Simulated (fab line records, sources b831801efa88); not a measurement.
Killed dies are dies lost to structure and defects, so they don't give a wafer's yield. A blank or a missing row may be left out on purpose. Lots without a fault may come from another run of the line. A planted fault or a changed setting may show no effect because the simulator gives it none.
Which tool did it? | flow gf180mcu | 24 lots, 72 wafers sampled, at 6 steps of a route of 602

WHAT THE GAUGES READ, wafer by wafer
GF_M4_OVL_MEAS_15. Usual: M4_OVL 4 nm, standard deviation 5.8.
lot  | measured     | on         | M4_OVL (nm) | flag
L074 | day 23 11:28 | overlay-02 | 7 7 -4      |
L075 | day 23 23:14 | overlay-02 | -7 -2 4     |
L076 | day 24 03:39 | overlay-01 | -4 5 -3     |
L077 | day 24 16:21 | overlay-02 | 4 2 4       |
L078 | day 25 06:46 | overlay-02 | 4 6 -2      |
L079 | day 25 08:31 | overlay-01 | -5 -1 -4    |
L080 | day 25 19:24 | overlay-02 | 6 11 14     |
L081 | day 25 22:36 | overlay-01 | 2 11 6      |
L082 | day 26 07:49 | overlay-01 | 9 12 3      |
L083 | day 26 10:02 | overlay-01 | 8 5 14      |
L084 | day 27 01:44 | overlay-02 | 5 7 5       |
L085 | day 27 14:07 | overlay-01 | 3 10 10     |
L086 | day 27 16:34 | overlay-02 | 12 12 7     |
L087 | day 28 01:10 | overlay-02 | 9 11 9      |
L088 | day 28 08:52 | overlay-01 | 7 8 7       |
L089 | day 28 17:19 | overlay-02 | 8 -3 5      |
L090 | day 28 23:18 | overlay-01 | 13 13 5     |
L091 | day 29 03:09 | overlay-02 | 8 8 -3      |
L092 | day 29 09:06 | overlay-02 | 5 4 1       |
L093 | day 29 13:51 | overlay-01 | 5 7 -6      |
L094 | day 29 22:52 | overlay-02 | -10 -11 -13 |
L095 | day 30 03:17 | overlay-01 | 8 4 12      |
L096 | day 30 11:18 | overlay-01 | -4 -3 5     |
L097 | day 30 18:04 | overlay-02 | -1 3 -4     |

GF_V4_RS_MEAS_24: measures by four-point-probe. Usual: V4_W_RS 0.328 ohm/sq, standard deviation 0.0045.
lot  | measured     | on            | V4_W_RS (ohm/sq)  | flag
L074 | day 24 12:01 | film_metro-02 | 0.320 0.335 0.321 |
L075 | day 24 23:46 | film_metro-01 | 0.327 0.316 0.332 |
L076 | day 25 04:26 | film_metro-02 | 0.327 0.327 0.329 |
L077 | day 25 16:08 | film_metro-02 | 0.331 0.328 0.328 |
L078 | day 26 06:08 | film_metro-02 | 0.328 0.317 0.329 |
L079 | day 26 08:17 | film_metro-01 | 0.338 0.330 0.335 |
L080 | day 26 18:47 | film_metro-01 | 0.333 0.331 0.334 |
L081 | day 26 21:55 | film_metro-01 | 0.331 0.331 0.332 |
L082 | day 27 06:30 | film_metro-04 | 0.330 0.331 0.329 |
L083 | day 27 08:50 | film_metro-04 | 0.328 0.325 0.331 |
L084 | day 28 00:41 | film_metro-02 | 0.331 0.331 0.329 |
L085 | day 28 12:05 | film_metro-02 | 0.329 0.328 0.328 |
L086 | day 28 14:59 | film_metro-04 | 0.332 0.331 0.330 |
L087 | day 28 23:38 | film_metro-02 | 0.331 0.333 0.331 |
L088 | day 29 06:29 | film_metro-01 | 0.328 0.328 0.329 |
L089 | day 29 14:28 | film_metro-02 | 0.325 0.329 0.323 |
L090 | day 29 21:15 | film_metro-04 | 0.324 0.324 0.322 |
L091 | day 30 00:27 | film_metro-01 | 0.327 0.327 0.329 |
L092 | day 30 06:38 | film_metro-02 | 0.323 0.330 0.321 |
L093 | day 30 10:24 | film_metro-02 | 0.326 0.327 0.328 |
L094 | day 30 19:49 | film_metro-02 | 0.324 0.331 0.324 |
L095 | day 30 23:29 | film_metro-02 | 0.328 0.330 0.330 |
L096 | day 31 07:34 | film_metro-02 | 0.325 0.326 0.328 |
L097 | day 31 14:08 | film_metro-02 | 0.321 0.322 0.327 |

GF_M5_CD_MEAS_07: target cd 280 nm. Usual: cd_nm 279.8 nm, standard deviation 1.3.
lot  | measured     | on        | cd_nm (nm)        | flag
L074 | day 26 08:25 | cd_sem-02 | 280.9 279.8 280.4 |
L075 | day 26 18:28 | cd_sem-02 | 280.7 278.8 280.6 |
L076 | day 26 23:38 | cd_sem-02 | 277.8 276.4 277.9 |
L077 | day 27 10:26 | cd_sem-01 | 280.0 279.2 280.3 |
L078 | day 28 00:43 | cd_sem-02 | 281.9 280.8 282.2 |
L079 | day 28 02:06 | cd_sem-01 | 280.7 280.6 282.2 |
L080 | day 28 12:28 | cd_sem-02 | 280.8 279.2 280.6 |
L081 | day 28 15:13 | cd_sem-02 | 277.4 276.6 276.7 |
L082 | day 28 23:07 | cd_sem-01 | 278.9 278.2 278.9 |
L083 | day 29 01:12 | cd_sem-01 | 280.2 280.9 280.5 |
L084 | day 29 16:53 | cd_sem-01 | 280.0 279.4 278.6 |
L085 | day 30 02:49 | cd_sem-02 | 280.8 279.9 280.4 |
L086 | day 30 05:46 | cd_sem-01 | 280.0 279.2 279.6 |
L087 | day 30 14:09 | cd_sem-02 | 278.0 277.1 277.4 |
L088 | day 30 20:22 | cd_sem-01 | 279.9 281.0 280.1 |
L089 | day 31 04:31 | cd_sem-02 | 279.3 280.3 280.5 |
L090 | day 31 11:13 | cd_sem-02 | 280.1 280.4 280.5 |
L091 | day 31 13:31 | cd_sem-02 | 281.0 279.2 280.5 |
L092 | day 31 19:10 | cd_sem-01 | 279.2 279.4 280.1 |
L093 | day 31 22:41 | cd_sem-01 | 281.9 281.7 281.0 |
L094 | day 32 07:33 | cd_sem-01 | 280.5 281.7 281.1 |
L095 | day 32 10:43 | cd_sem-02 | 280.3 279.5 280.2 |
L096 | day 32 17:44 | cd_sem-02 | 280.5 280.4 280.8 |
L097 | day 33 00:02 | cd_sem-02 | 280.1 278.2 278.9 |

GF_PASSIVATION_THK_MEAS_01. Usual: PASSIVATION_CVD_00_THK 999 nm, standard deviation 12.
lot  | measured     | on            | PASSIVATION_CVD_00_THK (nm) | flag
L074 | day 28 05:07 | film_metro-01 | 989 1003 997                |
L075 | day 28 13:53 | film_metro-02 | 985 989 1019                |
L076 | day 28 18:48 | film_metro-04 | 994 1006 1018               |
L077 | day 29 05:07 | film_metro-04 | 992 1006 1013               |
L078 | day 29 19:46 | film_metro-04 | 1013 1024 996               |
L079 | day 29 21:27 | film_metro-04 | 997 989 1010                |
L080 | day 30 06:45 | film_metro-01 | 1015 996 1007               |
L081 | day 30 08:43 | film_metro-04 | 1005 1012 1022              |
L082 | day 30 17:12 | film_metro-02 | 988 997 1002                |
L083 | day 30 18:20 | film_metro-02 | 990 997 1011                |
L084 | day 31 09:32 | film_metro-01 | 993 996 998                 |
L085 | day 31 19:04 | film_metro-04 | 975 1021 990                |
L086 | day 31 21:38 | film_metro-04 | 1005 981 983                |
L087 | day 32 05:34 | film_metro-01 | 984 1004 992                |
L088 | day 32 10:46 | film_metro-02 | 998 1003 995                |
L089 | day 32 20:16 | film_metro-01 | 1011 1008 991               |
L090 | day 33 01:20 | film_metro-02 | 998 1003 1003               |
L091 | day 33 04:10 | film_metro-04 | 995 996 1010                |
L092 | day 33 08:04 | film_metro-04 | 976 999 1006                |
L093 | day 33 11:08 | film_metro-04 | 996 984 1016                |
L094 | day 33 21:18 | film_metro-04 | 978 978 1001                |
L095 | day 33 23:39 | film_metro-04 | 1000 1022 1007              |
L096 | day 34 05:29 | film_metro-01 | 971 1009 997                |
L097 | day 34 11:21 | film_metro-04 | 985 1008 990                |

WHICH TOOL RAN EACH LOT (tool, then ch and the chambers of the sampled wafers, then the start)
lot  | GF_V5_SPUTTER_21             | GF_V5_CVD_23
L074 | pvd_sputter-02, day 27 07:09 | cvd_w-01 ch 0,1, day 27 07:17
L075 | pvd_sputter-03, day 27 16:44 | cvd_w-02 ch 0,1, day 27 16:50
L076 | pvd_sputter-03, day 27 21:22 | cvd_w-01 ch 0,1, day 27 21:28
L077 | pvd_sputter-03, day 28 08:20 | cvd_w-01 ch 1, day 28 08:26
L078 | pvd_sputter-03, day 28 22:49 | cvd_w-01 ch 0,1, day 28 22:57
L079 | pvd_sputter-02, day 29 00:40 | cvd_w-02 ch 0, day 29 00:46
L080 | pvd_sputter-02, day 29 10:10 | cvd_w-01 ch 0,1, day 29 10:16
L081 | pvd_sputter-02, day 29 12:33 | cvd_w-01 ch 0,1, day 29 12:41
L082 | pvd_sputter-02, day 29 20:35 | cvd_w-01 ch 0,1, day 29 20:44
L083 | pvd_sputter-02, day 29 22:12 | cvd_w-01 ch 0, day 29 22:18
L084 | pvd_sputter-02, day 30 13:55 | cvd_w-01 ch 0,1, day 30 14:01
L085 | pvd_sputter-03, day 30 23:39 | cvd_w-02 ch 0, day 30 23:45
L086 | pvd_sputter-03, day 31 02:26 | cvd_w-02 ch 0,1, day 31 02:34
L087 | pvd_sputter-03, day 31 10:40 | cvd_w-01 ch 1, day 31 10:46
L088 | pvd_sputter-03, day 31 15:59 | cvd_w-01 ch 0,1, day 31 16:05
L089 | pvd_sputter-03, day 32 00:26 | cvd_w-02 ch 0,1, day 32 00:34
L090 | pvd_sputter-04, day 32 06:32 | cvd_w-02 ch 0,1, day 32 06:41
L091 | pvd_sputter-02, day 32 08:52 | cvd_w-01 ch 0, day 32 08:58
L092 | pvd_sputter-04, day 32 14:09 | cvd_w-01 ch 0,1, day 32 14:17
L093 | pvd_sputter-02, day 32 16:52 | cvd_w-02 ch 0,1, day 32 16:58
L094 | pvd_sputter-04, day 33 03:37 | cvd_w-02 ch 0,1, day 33 03:43
L095 | pvd_sputter-04, day 33 06:00 | cvd_w-01 ch 0,1, day 33 06:06
L096 | pvd_sputter-02, day 33 12:08 | cvd_w-01 ch 0,1, day 33 12:14
L097 | pvd_sputter-04, day 33 18:11 | cvd_w-02 ch 0,1, day 33 18:17
- GF_V5_SPUTTER_21: material Ti, target thk 15 nm, time 80.02 s.
- GF_V5_CVD_23: deposits W, target thk 350 nm, time 104.9 s.

WHAT THE TOOLS THEMSELVES READ (means of the sampled wafers that have a number; where no wafer has one, the mark that the record gives instead)
GF_V5_SPUTTER_21. Usual: substrate_temp_c 200.02 C, standard deviation 0.18; throttle_valve_pct 30.0 %, standard deviation 0.63.
lot  | tool           | substrate_temp_c (C) | throttle_valve_pct (%) | flag
L074 | pvd_sputter-02 | 199.88               | 30.3                   |
L075 | pvd_sputter-03 | 200.08               | 29.9                   |
L076 | pvd_sputter-03 | 199.90               | 29.7                   |
L077 | pvd_sputter-03 | 199.92               | 30.6                   |
L078 | pvd_sputter-03 | 199.97               | 30.5                   |
L079 | pvd_sputter-02 | 200.22               | 30.1                   |
L080 | pvd_sputter-02 | 200.03               | 30.2                   |
L081 | pvd_sputter-02 | 200.03               | 30.3                   |
L082 | pvd_sputter-02 | 200.07               | 30.4                   |
L083 | pvd_sputter-02 | 200.11               | 30.3                   |
L084 | pvd_sputter-02 | 199.98               | 30.3                   |
L085 | pvd_sputter-03 | 200.07               | 29.3                   |
L086 | pvd_sputter-03 | 200.14               | 29.8                   |
L087 | pvd_sputter-03 | 200.27               | 29.5                   |
L088 | pvd_sputter-03 | 199.87               | 29.6                   |
L089 | pvd_sputter-03 | 200.15               | 29.2                   |
L090 | pvd_sputter-04 | 199.90               | 29.9                   |
L091 | pvd_sputter-02 | 200.01               | 30.2                   |
L092 | pvd_sputter-04 | 199.91               | 29.2                   |
L093 | pvd_sputter-02 | 200.08               | 30.0                   |
L094 | pvd_sputter-04 | 200.06               | 30.0                   |
L095 | pvd_sputter-04 | 199.96               | 30.0                   |
L096 | pvd_sputter-02 | 199.99               | 30.3                   |
L097 | pvd_sputter-04 | 200.09               | 30.3                   |

GF_V5_CVD_23. Usual: heater_power_w 860 W, standard deviation 60.
lot  | tool     | heater_power_w (W) | flag
L074 | cvd_w-01 | 867                |
L075 | cvd_w-02 | 807                |
L076 | cvd_w-01 | 884                |
L077 | cvd_w-01 | 874                |
L078 | cvd_w-01 | 880                |
L079 | cvd_w-02 | 858                |
L080 | cvd_w-01 | 890                |
L081 | cvd_w-01 | 897                |
L082 | cvd_w-01 | 884                |
L083 | cvd_w-01 | 908                |
L084 | cvd_w-01 | 904                |
L085 | cvd_w-02 | 863                |
L086 | cvd_w-02 | 823                |
L087 | cvd_w-01 | 865                |
L088 | cvd_w-01 | 885                |
L089 | cvd_w-02 | 784                |
L090 | cvd_w-02 | 841                |
L091 | cvd_w-01 | 928                |
L092 | cvd_w-01 | 881                |
L093 | cvd_w-02 | 798                |
L094 | cvd_w-02 | 827                |
L095 | cvd_w-01 | 904                |
L096 | cvd_w-01 | 875                |
L097 | cvd_w-02 | 783                |

THE ANSWER, worked out from the rows above alone
Rule: a lot is off if the mean of its wafers that have a number lies more than 3 standard deviations from the usual mean. A lot without any number at a reading at which 4 lots or more have one is off too. The other lots that the step has rows for count as sound. The gauges are gone through in route order, then the tools' own readings, and for those a lot's mean is taken as printed above. The first step at which some lot is off is used, and at that step the reading that is off furthest; a lot without a number counts as furthest.
No lot is off at any reading shown: from this, nothing can be told.

WHAT THE SIMULATOR HAD PUT IN
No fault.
